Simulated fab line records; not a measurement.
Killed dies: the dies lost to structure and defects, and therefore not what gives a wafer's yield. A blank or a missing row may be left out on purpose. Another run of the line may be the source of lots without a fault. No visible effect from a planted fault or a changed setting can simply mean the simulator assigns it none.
Lot-split experiment ; flow sky130 ; on a route of 708 steps: 5 lots, 23 wafers read

== ABOUT THE SPLIT ==
At SKY_VIA2_SPUTTER_20 (material TiN, target thk 20 nm, time 80 s), the setting chamber-pressure-pa was moved away from the recipe's 5 Pa on 10 of the 23 wafers read, by -13.1% to -8.9%. For the rest of the wafers, this setting stayed at what the recipe calls for.

The reading is taken at the split's own step.

== THE READING ==
TiN_of_VIA2_SPUTTER_20.thk-nm (the simulator's own value, which no gauge read), in nm, at SKY_VIA2_SPUTTER_20 (material TiN, target thk 20 nm, time 80 s). There is no usual value for it anywhere in the file. Average 20.10 nm, standard deviation 0.17 nm, over the 13 wafers here run with the recipe.

wafer;tool, chamber at the split;chamber-pressure-pa as run, Pa;against the recipe;TiN_of_VIA2_SPUTTER_20.thk-nm, nm;against lot-mates on the recipe
L074.2;pvd-sputter-04, -;5;recipe;20.05;-
L074.3;pvd-sputter-04, -;5;recipe;20.53;-
L074.4;pvd-sputter-04, -;5;recipe;20.33;-
L075.1;pvd-sputter-01, -;5;recipe;19.99;-
L075.2;pvd-sputter-01, -;5;recipe;20.03;-
L075.3;pvd-sputter-01, -;5;recipe;20.06;-
L075.5;pvd-sputter-01, -;5;recipe;19.88;-
L075.6;pvd-sputter-01, -;5;recipe;19.92;-
L080.1;pvd-sputter-01, -;5;recipe;20.17;-
L080.2;pvd-sputter-01, -;5;recipe;20.21;-
L080.3;pvd-sputter-01, -;5;recipe;19.94;-
L080.4;pvd-sputter-01, -;5;recipe;20.05;-
L080.5;pvd-sputter-01, -;5;recipe;20.12;-
L083.1;pvd-sputter-01, -;4.557;-8.9%;21.73;no lot-mate on the recipe
L083.2;pvd-sputter-01, -;4.557;-8.9%;21.95;no lot-mate on the recipe
L083.3;pvd-sputter-01, -;4.557;-8.9%;21.97;no lot-mate on the recipe
L083.5;pvd-sputter-01, -;4.557;-8.9%;21.76;no lot-mate on the recipe
L083.6;pvd-sputter-01, -;4.557;-8.9%;21.65;no lot-mate on the recipe
L085.1;pvd-sputter-04, -;4.346;-13.1%;22.72;no lot-mate on the recipe
L085.4;pvd-sputter-04, -;4.346;-13.1%;22.72;no lot-mate on the recipe
L085.2;pvd-sputter-04, -;4.346;-13.1%;22.91;no lot-mate on the recipe
L085.3;pvd-sputter-04, -;4.346;-13.1%;23.1;no lot-mate on the recipe
L085.6;pvd-sputter-04, -;4.346;-13.1%;22.53;no lot-mate on the recipe

THE FIT
A straight line over all 23 wafers: TiN_of_VIA2_SPUTTER_20.thk-nm changes by -0.203 nm for each +1% of chamber-pressure-pa; r = -0.99; the points scatter about the line by 0.18 nm.
Too few moved wafers have a lot-mate on the recipe to fit a line with each lot's own level taken away.

== THE FILE'S OWN FIT ==
TiN_of_VIA2_SPUTTER_20.thk-nm changes by -0.203 nm for each +1% of chamber-pressure-pa, r = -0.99.
